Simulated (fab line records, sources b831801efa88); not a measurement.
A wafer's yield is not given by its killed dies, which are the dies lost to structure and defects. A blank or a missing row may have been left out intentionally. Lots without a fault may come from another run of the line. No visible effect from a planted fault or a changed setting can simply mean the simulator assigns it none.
Struck lot and sound lot, side by side -- flow sky130 -- 17 steps out of a route of 708
Sound: wafers L616.2, L616.3, L616.6. Wafers L605.2, L605.3, L605.4 were the ones struck. The cause is given at the end.
Order at every step that has rows: each side's tool, ch and its chambers, its first start. Under that, the readings that differ: sound wafers -- struck wafers -- difference of the means -- sigmas: that difference in standard deviations of wafers without a fault.
alike: same words and numbers on both sides, and readings whose means sit less than 2 such deviations apart. not compared: any withheld reading, any reading some wafer has no value for, any bound like >300 that may hide the same value, and any number with overlapping values for which the record gives no deviation.
A row with sigmas, a row that says differs or no value, or rows on one side alone: a step with any of these is where the two part. Non-overlapping numbers with no deviation appear without sigmas and do not part them. A reading missing from all wafers of one side parts the sides only when that side holds two or more wafers.

first, 2 steps without rows for these wafers: SKY_GATE_OXIDE_IMPLANT_11; SKY_GATE_OXIDE_WET_ETCH_12 (etches SiO2 in dHF, target depth 16.8 nm, time 336 s).
SKY_GATE_OXIDE_STRIP_13: strips in O2/N2.
  sound on plasma_asher-01 ch 0,1, day 19 06:36; struck on plasma_asher-04 ch 0,1, day 14 13:17
reading,sound,struck,difference,sigmas
strip_time_to_endpoint_s (s),14.11 14.13 14.11,14.22 14.18 14.20,+0.08,+2
  alike: drypump_motor_current_A, oes_product_au
  not compared: rf_hours_counter_h
SKY_GATE_OXIDE_TW_MEAS_14:
  sound on film_metro-03 at day 19 06:43; struck on film_metro-01 at day 14 13:24
  alike: GATE_OXIDE_TW
then, 3 steps without rows for these wafers: SKY_GATE_OXIDE_CLEAN_15 (cleans in SC1/SC2, time 150 s); SKY_GATE_OXIDE_OXIDATION_16 (stabilise 600 s, purge 300 s, target thk 3.57 nm); SKY_POLY_GATE_CVD_00 (deposits poly-Si, target thk 180 nm, time 720 s).
SKY_POLY_GATE_THK_MEAS_01:
  sound on film_metro-02 at day 19 15:27; struck on film_metro-03 at day 14 17:00
  alike: POLY_GATE_CVD_00_THK
then, 4 steps without rows for these wafers: SKY_RES_PROTECT_DEHYDRATE_00 (time 60 s); SKY_RES_PROTECT_HMDS_01 (prime time 60 s); SKY_RES_PROTECT_COAT_02 (resist thk 1140 nm); SKY_RES_PROTECT_SOFTBAKE_03 (time 60 s).
SKY_RES_PROTECT_EXPOSE_04: exposes mask RPM, target cd 1270 nm.
  sound on iline_stepper-01 ch 0, day 20 06:10; struck on iline_stepper-02 ch 0, day 15 07:10
reading,sound,struck,difference,sigmas
mask,RPM#0 RPM#0 RPM#0,RPM_R1#0 RPM_R1#0 RPM_R1#0,differs,
next, for these wafers, 1 step has no rows: SKY_RES_PROTECT_PEB_05.
SKY_RES_PROTECT_DEVELOP_06: develop time 60 s.
  sound on litho_track-02 ch 0, day 20 20:34; struck on litho_track-04 ch 0, day 15 19:33
reading,sound,struck,difference,sigmas
model.RES_PROTECT.cd_nm (nm),1268 1267 1268,1458 1458 1457,+190,
  alike: exhaust_pa
next, for these wafers, 1 step has no rows: SKY_POLY_GATE_IMPLANT_02.
-- here the record skips 31 days between the struck wafers' starts before and after, leaving off in module POLY_GATE and picking up in module PAD_OPEN (first step shown: number 708 of the route) --
SKY_PAD_OPEN_PROBE_99:
  sound on prober-02 at day 49 10:12; struck on prober-01 at day 46 07:37
reading,sound,struck,difference,sigmas
killed_at_other,1 1 0,82 77 89,+82,+99 or more
killed_dies,105 95 72,167 148 166,+70,+7
killed_on_rim,21 16 11,68 55 59,+45,+12
  alike: killed_at_M0_to_M3, killed_at_M4_up, killed_at_contacts, killed_at_front_end, killed_open, killed_short

## WHERE THEY PART
Last at SKY_PAD_OPEN_PROBE_99 as far as this record goes, first at SKY_GATE_OXIDE_STRIP_13.

WHY: what had been put in by the simulator
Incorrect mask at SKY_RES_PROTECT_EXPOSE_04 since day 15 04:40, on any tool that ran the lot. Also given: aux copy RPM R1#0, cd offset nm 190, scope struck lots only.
